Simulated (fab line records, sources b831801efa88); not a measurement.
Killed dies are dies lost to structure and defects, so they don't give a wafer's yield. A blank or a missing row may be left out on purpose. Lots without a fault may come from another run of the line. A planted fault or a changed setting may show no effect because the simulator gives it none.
Chamber matching | flow sky130 | SKY_CONTACT_ETCH_16 on rie_diel-04: 4 sister chambers
The step etches BARC in N2/H2, stops on SiO2, time 45.9 s, target depth 60 nm. 8 wafers are shown with their chamber, then 8 later ones without.

WAFERS WITH THEIR CHAMBER
wafer  | chamber | drypump_motor_current_A (A) | oes_product_au (a.u.)
L080.4 | 3       | 4.7                         | 0.850
L082.1 | 1       | 6.2                         | 0.856
L082.2 | 0       | 6.2                         | 0.851
L082.5 | 2       | 5.6                         | 0.857
L086.1 | 1       | 6.1                         | 0.858
L086.4 | 3       | 4.7                         | 0.856
L086.6 | 2       | 5.6                         | 0.858
L090.2 | 0       | 6.3                         | 0.849

WAFERS WITHOUT THEIR CHAMBER
wafer  | drypump_motor_current_A (A) | oes_product_au (a.u.)
L090.4 | 6.1                         | 0.851
L090.6 | 4.7                         | 0.851
L096.2 | 4.7                         | 0.855
L096.4 | 6.2                         | 0.851
L096.5 | 6.2                         | 0.865
L097.1 | 4.7                         | 0.861
L097.3 | 5.6                         | 0.858
L097.6 | 6.2                         | 0.854

WHICH CHAMBER EACH WENT THROUGH
wafer  | from the rows above     | in truth
L090.4 | can't be placed: 1 or 0 | 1
L090.6 | 3                       | 3
L096.2 | 3                       | 3
L096.4 | can't be placed: 0 or 1 | 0
L096.5 | 1                       | 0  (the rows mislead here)
L097.1 | 3                       | 3
L097.3 | 2                       | 2
L097.6 | can't be placed: 1 or 0 | 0
Placed correctly: 4 of 8. Can't be placed from these rows: 3 (the true chamber is among the candidates in 3). Placed wrongly: 1.
How it was worked out, from the rows above alone: a wafer's distance from a chamber is the root of the sum, over the readings, of the square of ((its reading less the chamber's mean) divided by the reading's scatter). The wafer belongs to the nearest chamber; if the next one is less than 2 further off, it can't be placed. A chamber's mean is the mean of its shown wafers. The scatter: the root of (the sum of the squares of (reading less its chamber's mean) over the shown wafers, divided by (wafers less chambers)).
